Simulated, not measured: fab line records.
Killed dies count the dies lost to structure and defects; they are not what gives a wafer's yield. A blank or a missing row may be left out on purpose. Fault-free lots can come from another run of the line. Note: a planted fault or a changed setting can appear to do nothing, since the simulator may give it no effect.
The tool behind it: which one?	flow sky130	42 wafers from 14 lots sampled at 5 of the route's 708 steps

== WHAT EACH GAUGE READ, for each wafer ==
SKY_RES_XHIGH_TW_MEAS_09. Usual: RES_XHIGH_TW gives 1630 (standard deviation 15).
lot	measured	on	RES_XHIGH_TW	flag
L326	day 26 14:22	film_metro-04	1654 1648 1650	
L327	day 27 12:51	film_metro-02	1620 1616 1621	
L328	day 27 18:59	film_metro-02	1621 1619 1622	
L331	day 28 16:15	film_metro-01	1635 1629 1643	
L330	day 28 19:25	film_metro-04	1649 1659 1664	
L336	day 30 22:00	film_metro-02	1635 1626 1642	
L338	day 31 05:03	film_metro-02	1620 1621 1615	
L339	day 32 03:22	film_metro-04	1652 1649 1647	
L341	day 33 02:39	film_metro-01	1646 1634 1640	
L342	day 33 04:44	film_metro-04	1637 1632 1651	
L343	day 33 20:51	film_metro-02	1630 1625 1624	
L344	day 34 02:00	film_metro-02	1616 1606 1611	
L346	day 34 11:56	film_metro-01	1622 1623 1624	
L349	day 34 22:41	film_metro-02	1593 1611 1608	

SKY_SD_N_OVL_MEAS_08. Usual: SD_N_OVL gives 1.4 nm (standard deviation 1.3).
lot	measured	on	SD_N_OVL (nm)	flag
L326	day 27 19:40	overlay-01	1.5 2.9 1.5	
L327	day 28 18:18	overlay-02	3.2 1.2 1.1	
L328	day 29 00:11	overlay-02	2.6 2.2 4.5	
L331	day 29 21:00	overlay-02	0.6 1.1 2.2	
L330	day 29 23:38	overlay-01	3.2 2.9 3.0	
L336	day 32 01:29	overlay-02	0.6 2.3 2.9	
L338	day 32 08:56	overlay-02	182.1 182.9 182.1	OFF
L339	day 33 06:39	overlay-02	186.0 185.2 183.9	OFF
L341	day 34 05:09	overlay-02	183.4 181.1 183.7	OFF
L342	day 34 07:41	overlay-02	182.6 184.0 182.6	OFF
L343	day 34 23:49	overlay-01	2.4 2.9 2.2	
L344	day 35 04:12	overlay-02	0.5 1.4 -0.3	
L346	day 35 13:54	overlay-01	1.3 -2.5 0.8	
L349	day 36 00:52	overlay-02	0.9 2.7 1.0	

SKY_LI_CONTACT_CD_MEAS_12: target cd 170 nm. Usual: 170.0 nm for cd_nm, sd 1.5.
lot	measured	on	cd_nm (nm)	flag
L326	day 29 03:01	cd_sem-01	168.8 169.0 169.0	
L327	day 30 00:13	cd_sem-01	169.3 170.4 169.8	
L328	day 30 06:27	cd_sem-02	169.8 168.4 170.5	
L331	day 31 02:37	cd_sem-01	170.6 170.8 169.7	
L330	day 31 05:47	cd_sem-02	167.4 168.2 167.2	
L336	day 33 06:55	cd_sem-02	170.4 169.2 171.9	
L338	day 33 13:53	cd_sem-02	171.7 170.9 172.0	
L339	day 34 11:14	cd_sem-01	168.5 168.9 168.9	
L341	day 35 09:08	cd_sem-02	171.5 169.2 170.5	
L342	day 35 11:54	cd_sem-02	172.0 171.9 172.2	
L343	day 36 03:19	cd_sem-02	170.6 168.4 168.5	
L344	day 36 08:37	cd_sem-02	169.3 171.2 170.3	
L346	day 36 17:22	cd_sem-01	171.5 170.1 171.6	
L349	day 37 04:08	cd_sem-02	173.0 173.7 172.9	

SKY_LI_CONTACT_OVL_MEAS_13. Usual: LI_CONTACT_OVL gives 4 nm (standard deviation 6.5).
lot	measured	on	LI_CONTACT_OVL (nm)	flag
L326	day 29 03:08	overlay-01	8 7 10	
L327	day 30 00:20	overlay-02	-5 8 -1	
L328	day 30 06:34	overlay-02	0 12 1	
L331	day 31 02:44	overlay-02	-6 -12 -4	
L330	day 31 05:53	overlay-01	1 4 9	
L336	day 33 07:01	overlay-02	9 7 6	
L338	day 33 14:00	overlay-01	4 7 1	
L339	day 34 11:21	overlay-01	7 -5 -6	
L341	day 35 09:15	overlay-02	-5 8 4	
L342	day 35 12:00	overlay-02	10 14 6	
L343	day 36 03:26	overlay-02	-1 -16 -7	
L344	day 36 08:44	overlay-02	-11 -6 0	
L346	day 36 17:29	overlay-02	11 8 13	
L349	day 37 04:15	overlay-02	-8 1 2	

== WHAT TOOL EACH LOT RAN ON (gives the tool, then ch and the chambers of the sampled wafers, and finally the start) ==
lot	SKY_SD_N_EXPOSE_04
L326	iline_stepper-01 ch 0, day 27 05:18
L327	iline_stepper-01 ch 0, day 28 03:50
L328	iline_stepper-01 ch 0, day 28 10:04
L331	iline_stepper-01 ch 0, day 29 06:57
L330	iline_stepper-02 ch 0, day 29 10:00
L336	iline_stepper-02 ch 0, day 31 11:40
L338	iline_stepper-02 ch 0, day 31 18:59
L339	iline_stepper-02 ch 0, day 32 17:17
L341	iline_stepper-02 ch 0, day 33 16:23
L342	iline_stepper-02 ch 0, day 33 18:21
L343	iline_stepper-01 ch 0, day 34 10:39
L344	iline_stepper-01 ch 0, day 34 15:14
L346	iline_stepper-01 ch 0, day 35 01:03
L349	iline_stepper-01 ch 0, day 35 12:14
- SKY_SD_N_EXPOSE_04: exposes mask NSDM, target cd 380 nm.

== AS READ BY THE TOOLS THEMSELVES (means over the sampled wafers that have a number; for cases with no such wafer, the mark the record gives instead) ==
The record holds no such reading with a usual standard deviation.

== THE ANSWER, worked out from the rows above alone ==
Rule: lot off if the mean of its wafers having a number is beyond 3 standard deviations from the usual mean. A lot without any number at a reading at which 4 lots or more have one is off too. All remaining lots with rows at the step are treated as sound. After the gauges, taken in route order, come the tools' own readings; for these a lot's mean is taken, as printed above. The first step at which some lot is off is used, and at that step the reading that is off furthest; a lot without a number counts as furthest.
Off: L338, L339, L341, L342, at SKY_SD_N_OVL_MEAS_08 (SD_N_OVL).
If a tool, at a process step before that reading, ran all the lots that are off and no sound lot after the first of them, it fits. Gauges at SKY_SD_N_OVL_MEAS_08: tried the same way as those tools. One candidate fits, namely iline_stepper-02 at SKY_SD_N_EXPOSE_04. Its last sound lot is L336 (day 31 11:40), its first lot that is off L338 (day 31 18:59): a fault that began between those two fits.

== WHAT WAS PUT IN BY THE SIMULATOR ==
Scanner matching overlay: iline_stepper-02, from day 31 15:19 on, at SKY_SD_N_EXPOSE_04. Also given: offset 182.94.
Lots struck among those shown: L338, L339, L341, L342. This agrees with what the rule above found.
